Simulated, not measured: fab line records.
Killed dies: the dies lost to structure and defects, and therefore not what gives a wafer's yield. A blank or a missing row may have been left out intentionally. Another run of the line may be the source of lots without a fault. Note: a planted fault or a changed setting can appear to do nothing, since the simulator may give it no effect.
Chamber matching ; flow sky130 ; 4 sister chambers for SKY_LI_CONTACT_CMP_24 on cmp-01
The step polishes, stops on PSG, t overpolish 20 s, target thk 0 nm. 4 wafers are shown with their chamber, then 7 later ones without.

WAFERS PAIRED WITH THEIR CHAMBERS
wafer;chamber;motorCurrentA (A)
L430.3;0;9.9
L431.4;1;10.8
L435.2;3;11.8
L435.3;2;10.1

WAFERS MISSING THEIR CHAMBER
wafer;motorCurrentA (A)
L435.5;11.7
L438.3;11.2
L438.4;11.3
L438.5;10.2
L439.2;10.9
L439.3;9.9
L439.4;11.9

THE CHAMBER EACH PASSED THROUGH
wafer;from the rows above;in truth
L435.5;3;3
L438.3;can't be placed: 1 or 3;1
L438.4;can't be placed: 1 or 3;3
L438.5;can't be placed: 2 or 0 or 1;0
L439.2;1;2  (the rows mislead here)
L439.3;can't be placed: 0 or 2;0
L439.4;3;3
Correct placement for 2 of the 7. Can't be placed from these rows: 4 (the true chamber is among the candidates in 4). Placed wrongly: 1.
How it was worked out, from the rows above alone: a wafer's distance from a chamber is the root of the sum, over the readings, of the square of ((its reading less the chamber's mean) divided by the reading's scatter). If the next closest chamber is less than 2 further off than the closest, the wafer can't be placed; otherwise it belongs to the closest. A chamber's mean is the mean of its shown wafers. The scatter: with one shown wafer a chamber, the root of the mean of the squares of how far each hidden wafer lies from its nearest shown one.
